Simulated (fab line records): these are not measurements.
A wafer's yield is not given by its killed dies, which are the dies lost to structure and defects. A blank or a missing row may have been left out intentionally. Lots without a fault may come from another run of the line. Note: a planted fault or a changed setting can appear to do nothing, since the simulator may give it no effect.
The tool behind it: which one? / flow sky130 / 36 wafers from 12 lots sampled at 5 of the route's 708 steps

== WHAT EACH GAUGE READ, for each wafer ==
SKY_NWELL_RS_MEAS_29: uses a four-point probe to measure. Usual: NWELL_RS gives 624.9 ohm/sq (standard deviation 1.5).
lot=L609; measured=day 5 08:32; on=film-metro-03; NWELL_RS (ohm/sq)=626.3 628.9 626.8; flag=
lot=L610; measured=day 5 08:43; on=film-metro-01; NWELL_RS (ohm/sq)=623.2 623.4 625.0; flag=
lot=L612; measured=day 5 23:28; on=film-metro-01; NWELL_RS (ohm/sq)=623.2 623.8 623.0; flag=
lot=L615; measured=day 6 23:05; on=film-metro-02; NWELL_RS (ohm/sq)=624.4 626.3 625.2; flag=
lot=L616; measured=day 7 07:46; on=film-metro-02; NWELL_RS (ohm/sq)=628.3 627.1 627.7; flag=
lot=L621; measured=day 8 09:30; on=film-metro-01; NWELL_RS (ohm/sq)=623.5 625.0 624.0; flag=
lot=L622; measured=day 8 17:38; on=film-metro-02; NWELL_RS (ohm/sq)=623.2 625.0 623.9; flag=
lot=L623; measured=day 9 06:14; on=film-metro-01; NWELL_RS (ohm/sq)=624.7 625.6 622.6; flag=
lot=L625; measured=day 9 12:14; on=film-metro-01; NWELL_RS (ohm/sq)=625.3 624.0 623.8; flag=
lot=L629; measured=day 10 12:19; on=film-metro-01; NWELL_RS (ohm/sq)=624.8 626.1 624.5; flag=
lot=L630; measured=day 10 14:56; on=film-metro-01; NWELL_RS (ohm/sq)=622.4 623.3 623.9; flag=
lot=L632; measured=day 11 06:05; on=film-metro-02; NWELL_RS (ohm/sq)=624.5 623.2 625.0; flag=

SKY_VT_ADJUST_NCORE_CD_MEAS_07: the cd target is 380 nm. Usual: cd-nm at 379.2 nm, with a standard deviation of 2.1.
lot=L609; measured=day 8 14:24; on=cd-sem-01; cd-nm (nm)=379.7 378.0 376.8; flag=
lot=L610; measured=day 8 14:49; on=cd-sem-01; cd-nm (nm)=380.0 383.1 382.9; flag=
lot=L612; measured=day 9 09:10; on=cd-sem-01; cd-nm (nm)=375.2 375.4 376.0; flag=
lot=L615; measured=day 10 13:02; on=cd-sem-02; cd-nm (nm)=376.1 374.6 376.6; flag=
lot=L616; measured=day 10 20:47; on=cd-sem-02; cd-nm (nm)=380.3 380.3 380.5; flag=
lot=L621; measured=day 12 03:16; on=cd-sem-02; cd-nm (nm)=376.4 376.7 379.8; flag=
lot=L622; measured=day 12 13:55; on=cd-sem-01; cd-nm (nm)=379.5 379.5 382.0; flag=
lot=L623; measured=day 13 04:23; on=cd-sem-01; cd-nm (nm)=394.2 394.0 393.1; flag=OFF
lot=L625; measured=day 13 11:22; on=cd-sem-01; cd-nm (nm)=380.3 380.8 378.6; flag=
lot=L629; measured=day 14 16:07; on=cd-sem-01; cd-nm (nm)=381.3 381.4 379.5; flag=
lot=L630; measured=day 14 17:25; on=cd-sem-02; cd-nm (nm)=392.8 393.3 391.9; flag=OFF
lot=L632; measured=day 15 12:31; on=cd-sem-01; cd-nm (nm)=381.4 377.7 381.5; flag=

SKY_VT_ADJUST_HVTR_CD_MEAS_07: the cd target is 380 nm. Usual: cd-nm at 379.8 nm, with a standard deviation of 2.
lot=L609; measured=day 9 12:02; on=cd-sem-01; cd-nm (nm)=378.7 377.6 380.8; flag=
lot=L610; measured=day 9 12:23; on=cd-sem-01; cd-nm (nm)=380.9 379.9 378.7; flag=
lot=L612; measured=day 10 07:52; on=cd-sem-01; cd-nm (nm)=379.9 378.3 380.3; flag=
lot=L615; measured=day 11 12:23; on=cd-sem-01; cd-nm (nm)=383.8 383.3 381.7; flag=
lot=L616; measured=day 11 20:34; on=cd-sem-01; cd-nm (nm)=379.6 378.9 376.2; flag=
lot=L621; measured=day 13 04:58; on=cd-sem-02; cd-nm (nm)=382.2 378.9 381.6; flag=
lot=L622; measured=day 13 14:53; on=cd-sem-02; cd-nm (nm)=375.9 375.8 377.3; flag=
lot=L623; measured=day 14 06:38; on=cd-sem-02; cd-nm (nm)=379.8 380.3 377.6; flag=
lot=L625; measured=day 14 12:38; on=cd-sem-01; cd-nm (nm)=381.1 380.0 379.9; flag=
lot=L629; measured=day 15 19:52; on=cd-sem-01; cd-nm (nm)=376.8 378.7 382.6; flag=
lot=L630; measured=day 15 20:51; on=cd-sem-02; cd-nm (nm)=381.2 380.4 380.9; flag=
lot=L632; measured=day 16 17:26; on=cd-sem-02; cd-nm (nm)=378.8 380.1 378.5; flag=

== TOOL THAT RAN EACH LOT (tool first, then ch and the chambers of the sampled wafers, then the start) ==
lot=L609; SKY_PWDE_STRIP_09=plasma-asher-01 ch 0,1, day 3 21:40; SKY_VT_ADJUST_NCORE_EXPOSE_04=iline-stepper-01 ch 0, day 8 03:27
lot=L610; SKY_PWDE_STRIP_09=plasma-asher-03 ch 0,1, day 3 22:20; SKY_VT_ADJUST_NCORE_EXPOSE_04=iline-stepper-01 ch 0, day 8 04:05
lot=L612; SKY_PWDE_STRIP_09=plasma-asher-03 ch 0,1, day 4 11:32; SKY_VT_ADJUST_NCORE_EXPOSE_04=iline-stepper-01 ch 0, day 8 22:43
lot=L615; SKY_PWDE_STRIP_09=plasma-asher-03 ch 0,1, day 5 09:28; SKY_VT_ADJUST_NCORE_EXPOSE_04=iline-stepper-01 ch 0, day 10 02:31
lot=L616; SKY_PWDE_STRIP_09=plasma-asher-01 ch 0,1, day 5 16:35; SKY_VT_ADJUST_NCORE_EXPOSE_04=iline-stepper-02 ch 0, day 10 10:10
lot=L621; SKY_PWDE_STRIP_09=plasma-asher-01 ch 0,1, day 6 17:05; SKY_VT_ADJUST_NCORE_EXPOSE_04=iline-stepper-02 ch 0, day 11 15:28
lot=L622; SKY_PWDE_STRIP_09=plasma-asher-01 ch 0,1, day 6 23:57; SKY_VT_ADJUST_NCORE_EXPOSE_04=iline-stepper-02 ch 0, day 12 01:22
lot=L623; SKY_PWDE_STRIP_09=plasma-asher-01 ch 0,1, day 7 11:12; SKY_VT_ADJUST_NCORE_EXPOSE_04=iline-stepper-01 ch 0, day 12 16:10
lot=L625; SKY_PWDE_STRIP_09=plasma-asher-01 ch 0,1, day 7 17:11; SKY_VT_ADJUST_NCORE_EXPOSE_04=iline-stepper-02 ch 0, day 12 22:23
lot=L629; SKY_PWDE_STRIP_09=plasma-asher-01 ch 0,1, day 8 15:39; SKY_VT_ADJUST_NCORE_EXPOSE_04=iline-stepper-02 ch 0, day 14 03:08
lot=L630; SKY_PWDE_STRIP_09=plasma-asher-03 ch 0,1, day 8 17:41; SKY_VT_ADJUST_NCORE_EXPOSE_04=iline-stepper-01 ch 0, day 14 04:38
lot=L632; SKY_PWDE_STRIP_09=plasma-asher-04 ch 0,1, day 9 08:28; SKY_VT_ADJUST_NCORE_EXPOSE_04=iline-stepper-02 ch 0, day 14 22:43
- SKY_PWDE_STRIP_09: strips in O2/N2.
- SKY_VT_ADJUST_NCORE_EXPOSE_04: exposes mask LVTN COMPLEMENT THIN, target cd 380 nm.

== AS READ BY THE TOOLS THEMSELVES (means over the sampled wafers that have a number; for cases with no such wafer, the mark the record gives instead) ==
SKY_PWDE_STRIP_09. Usual: drypump-motor-current-A 5.8 A, standard deviation 0.51; oes-product-au 0.723 a.u., standard deviation 0.005; strip-time-to-endpoint-s 36.86 s, standard deviation 0.11.
lot=L609; tool=plasma-asher-01; drypump-motor-current-A (A)=5.9; oes-product-au (a.u.)=0.724; strip-time-to-endpoint-s (s)=36.82; flag=
lot=L610; tool=plasma-asher-03; drypump-motor-current-A (A)=5.3; oes-product-au (a.u.)=0.723; strip-time-to-endpoint-s (s)=36.70; flag=
lot=L612; tool=plasma-asher-03; drypump-motor-current-A (A)=5.7; oes-product-au (a.u.)=0.721; strip-time-to-endpoint-s (s)=36.82; flag=
lot=L615; tool=plasma-asher-03; drypump-motor-current-A (A)=5.7; oes-product-au (a.u.)=0.724; strip-time-to-endpoint-s (s)=36.97; flag=
lot=L616; tool=plasma-asher-01; drypump-motor-current-A (A)=6.2; oes-product-au (a.u.)=0.721; strip-time-to-endpoint-s (s)=36.80; flag=
lot=L621; tool=plasma-asher-01; drypump-motor-current-A (A)=6.2; oes-product-au (a.u.)=0.727; strip-time-to-endpoint-s (s)=36.92; flag=
lot=L622; tool=plasma-asher-01; drypump-motor-current-A (A)=6.1; oes-product-au (a.u.)=0.718; strip-time-to-endpoint-s (s)=36.91; flag=
lot=L623; tool=plasma-asher-01; drypump-motor-current-A (A)=6.1; oes-product-au (a.u.)=0.725; strip-time-to-endpoint-s (s)=37.02; flag=
lot=L625; tool=plasma-asher-01; drypump-motor-current-A (A)=6.2; oes-product-au (a.u.)=0.722; strip-time-to-endpoint-s (s)=36.73; flag=
lot=L629; tool=plasma-asher-01; drypump-motor-current-A (A)=6.1; oes-product-au (a.u.)=0.720; strip-time-to-endpoint-s (s)=36.95; flag=
lot=L630; tool=plasma-asher-03; drypump-motor-current-A (A)=5.3; oes-product-au (a.u.)=0.727; strip-time-to-endpoint-s (s)=36.84; flag=
lot=L632; tool=plasma-asher-04; drypump-motor-current-A (A)=6.0; oes-product-au (a.u.)=0.722; strip-time-to-endpoint-s (s)=36.83; flag=

SKY_VT_ADJUST_NCORE_EXPOSE_04. Usual: exposure-dose-mJ-cm2 at 139.01, with a standard deviation of 0.14.
lot=L609 tool=iline-stepper-01 exposure-dose-mJ-cm2=139.14 flag=
lot=L610 tool=iline-stepper-01 exposure-dose-mJ-cm2=138.92 flag=
lot=L612 tool=iline-stepper-01 exposure-dose-mJ-cm2=138.76 flag=
lot=L615 tool=iline-stepper-01 exposure-dose-mJ-cm2=138.97 flag=
lot=L616 tool=iline-stepper-02 exposure-dose-mJ-cm2=139.10 flag=
lot=L621 tool=iline-stepper-02 exposure-dose-mJ-cm2=139.05 flag=
lot=L622 tool=iline-stepper-02 exposure-dose-mJ-cm2=139.09 flag=
lot=L623 tool=iline-stepper-01 exposure-dose-mJ-cm2=147.40 flag=OFF
lot=L625 tool=iline-stepper-02 exposure-dose-mJ-cm2=138.92 flag=
lot=L629 tool=iline-stepper-02 exposure-dose-mJ-cm2=138.87 flag=
lot=L630 tool=iline-stepper-01 exposure-dose-mJ-cm2=145.97 flag=OFF
lot=L632 tool=iline-stepper-02 exposure-dose-mJ-cm2=138.92 flag=

== THE ANSWER, worked out from the rows above alone ==
Rule: a lot is off if the mean of its wafers that have a number lies more than 3 standard deviations from the usual mean. Also off: a lot with no number at a reading for which 4 or more lots have one. Where the step has rows for the other lots, those lots are counted as sound. Order of review: gauges by route order, followed by the tools' own readings, for which a lot's mean as printed above is used. The first step at which some lot is off is used, and at that step the reading that is off furthest; a lot without a number counts as furthest.
Off: L623, L630, at SKY_VT_ADJUST_NCORE_CD_MEAS_07 (cd-nm).
If a tool, at a process step before that reading, ran all the lots that are off and no sound lot after the first of them, it fits. The gauges at SKY_VT_ADJUST_NCORE_CD_MEAS_07 aren't tried: what is off there is off at SKY_VT_ADJUST_NCORE_EXPOSE_04 too, on other tools, and a gauge's error can't cause that. One fits: SKY_VT_ADJUST_NCORE_EXPOSE_04 on iline-stepper-01. A fault onset in the window from L615 (day 10 02:31, its last sound lot) to L623 (day 12 16:10, its first lot off) fits.
The tool's own readings at SKY_VT_ADJUST_NCORE_EXPOSE_04 bear it out: on the lots that are off they differ by more than 5 times the standard deviation of the sound lots' means. exposure-dose-mJ-cm2 reads 146.69 there against 138.97 on the sound lots.

== WHAT THE SIMULATOR PUT IN ==
Process parameters drifting: iline-stepper-01 at SKY_VT_ADJUST_NCORE_EXPOSE_04, beginning at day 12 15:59. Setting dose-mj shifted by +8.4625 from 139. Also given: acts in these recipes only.
Lots struck among those shown: L623, L630. Same finding as the rule above.
